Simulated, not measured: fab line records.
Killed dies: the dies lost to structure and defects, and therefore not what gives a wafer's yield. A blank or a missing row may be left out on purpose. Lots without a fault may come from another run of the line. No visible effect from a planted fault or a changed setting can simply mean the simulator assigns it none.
The same fault as seen by 2 desks	flow sky130	numbers are kept per desk, each desk with only its own; the story behind them comes last

DESK OF THE TOOL OWNER: implanter-03
The tool's own readings at SKY_LDD_N_IMPLANT_08, given as means over the sampled wafers that have a number, one for each lot that went through this tool. If a lot's mean is further than 4 standard deviations from the usual mean, the lot is out of limits and carries the mark OUT (the distance appears in the brackets).
Columns: A = dose-ions-cm2 at SKY_LDD_N_IMPLANT_08, usual 7.501e+13; B = end-station-pressure-torr at SKY_LDD_N_IMPLANT_08, usual 5.32e-06 Torr; C = faraday-current-uA at SKY_LDD_N_IMPLANT_08, usual 422
lot	first seen here	A	B	C
L544	day 19 23:42	7.497e+13	5.26e-06	430
L546	day 21 01:16	7.498e+13	5.13e-06	420
L556	day 24 03:26	4.781e+13 (-99 or more) OUT	5.15e-06	269 (-18) OUT
L557	day 24 21:49	4.772e+13 (-99 or more) OUT	5.22e-06	266 (-18) OUT
This desk's finding: out of limits on L556, L557; first on L556, day 24 03:26 (dose-ions-cm2 at SKY_LDD_N_IMPLANT_08). Within limits: L544, L546.

FROM THE METROLOGY DESK
What the gauges read, lot by lot, whatever tool the lot ran on: means of the sampled wafers that have a number. If a lot's mean is further than 4 standard deviations from the usual mean, the lot is out of limits and carries the mark OUT (the distance appears in the brackets).
Columns: A = LDD_N_TW at SKY_LDD_N_TW_MEAS_17, usual 2588
lot	first seen here	A
L542	day 18 19:29	2589
L543	day 19 12:34	2601
L544	day 20 01:00	2588
L545	day 20 09:42	2603
L546	day 21 03:28	2579
L549	day 21 16:46	2609
L556	day 24 04:44	2555
L557	day 24 23:07	2517 (-5.1) OUT
L558	day 25 06:06	2596
L560	day 25 16:01	2567
L561	day 25 20:41	2589
This desk's result: L557 out of limits, first on L557 (LDD_N_TW at SKY_LDD_N_TW_MEAS_17), day 24 23:07. Within limits: L542, L543, L544, L545, L546, L549, L556, L558, L560, L561.

PUT TOGETHER
An alarm could have come from the tool owner's desk at day 24 03:26, on L556, L557.
An alarm was possible from the metrology desk at day 24 23:07, on L557.
The metrology desk has L556 on record, within its limits.
On implanter-03, each named lot ran SKY_LDD_N_IMPLANT_08.

WHAT THE SIMULATOR HAD INSERTED
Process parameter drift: implanter-03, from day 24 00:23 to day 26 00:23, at SKY_LDD_N_IMPLANT_08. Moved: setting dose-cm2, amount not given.
Lots struck among those shown: L556, L557.
Delay (hours) between the fault's onset and each desk's first out-of-limits reading: 3 at the tool owner's desk, 23 at the metrology desk.
